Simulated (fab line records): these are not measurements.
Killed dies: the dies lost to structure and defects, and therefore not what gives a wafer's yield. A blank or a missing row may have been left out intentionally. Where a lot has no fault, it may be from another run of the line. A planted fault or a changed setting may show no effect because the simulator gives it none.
2 desks looking at one fault :: flow gf180mcu :: only its own numbers are on each desk; what lay behind them is given at the end

FOR THE TOOL OWNER'S DESK: cmp-02
The tool's own readings at GF_V2_CMP_26 (polishes, stops on SiO2, t overpolish 15 s, target thk 0 nm): means of the sampled wafers that have a number, for each lot that ran on this tool. A lot is out of limits, marked OUT, if its mean lies more than 4 standard deviations from the usual mean; the brackets give that distance.
Columns: A = motorCurrentA at GF_V2_CMP_26, usual 10.9 A; B = overpolishRunS at GF_V2_CMP_26, usual 15.001 s; C = timeToEndpointS at GF_V2_CMP_26, usual 84 s
lot: L522
first seen here: day 22 01:37
A: 11.7
B: 14.999
C: 85

lot: L523
first seen here: day 22 13:36
A: 11.1
B: 15.001
C: 83

lot: L525
first seen here: day 23 15:17
A: 11.3
B: 14.999
C: 84

lot: L528
first seen here: day 24 18:09
A: 11.4
B: 14.998
C: 88

lot: L529
first seen here: day 25 01:39
A: 12.2
B: 14.997
C: 88

lot: L539
first seen here: day 27 18:06
A: 11.4
B: 15.007
C: 81

lot: L540
first seen here: day 28 06:22
A: 11.9
B: 14.997
C: 82
This desk's finding: nothing out of limits on any of the 7 lots.

AT THE METROLOGY DESK
What the gauges read for every lot (on any tool): the sampled wafers with a number, averaged. A lot is out of limits, marked OUT, if its mean lies more than 4 standard deviations from the usual mean; the brackets give that distance.
Columns: A = M4_ALCU_THK at GF_M4_THK_MEAS_06, usual 454 nm; B = cdNm at GF_M5_CD_MEAS_07, usual 279.5 nm; C = V5_OVL at GF_V5_OVL_MEAS_15, usual 2 nm
lot: L519
first seen here: day 23 00:08
A: 459
B: 278.2
C: 9

lot: L520
first seen here: day 23 09:04
A: 457
B: 279.7
C: -3

lot: L521
first seen here: day 23 10:36
A: 455
B: 280.3
C: -0

lot: L522
first seen here: day 24 02:51
A: 451
B: 279.3
C: 3

lot: L523
first seen here: day 24 14:02
A: 458
B: 279.6
C: 1

lot: L525
first seen here: day 25 14:10
A: 449
B: 279.0
C: -3

lot: L518
first seen here: day 26 01:02
A: 450
B: 279.5
C: -1

lot: L527
first seen here: day 26 04:00
A: 445
B: 279.0
C: -1

lot: L528
first seen here: day 26 16:29
A: 453
B: 280.7
C: 5

lot: L529
first seen here: day 26 22:01
A: 451
B: 277.7
C: 7

lot: L532
first seen here: day 28 07:08
A: 462
B: 279.3
C: 2

lot: L536
first seen here: day 28 21:06
A: 465
B: 279.4
C: 5

lot: L539
first seen here: day 29 12:47
A: 454
B: 279.1
C: 2

lot: L540
first seen here: day 29 23:40
A: 454
B: 278.1
C: 9
This desk's finding: nothing out of limits on any of the 14 lots.

PUT TOGETHER
The desk of the tool owner found nothing out of limits.
Metrology desk: nothing out of limits seen.

WHAT HAD BEEN PUT IN BY THE SIMULATOR
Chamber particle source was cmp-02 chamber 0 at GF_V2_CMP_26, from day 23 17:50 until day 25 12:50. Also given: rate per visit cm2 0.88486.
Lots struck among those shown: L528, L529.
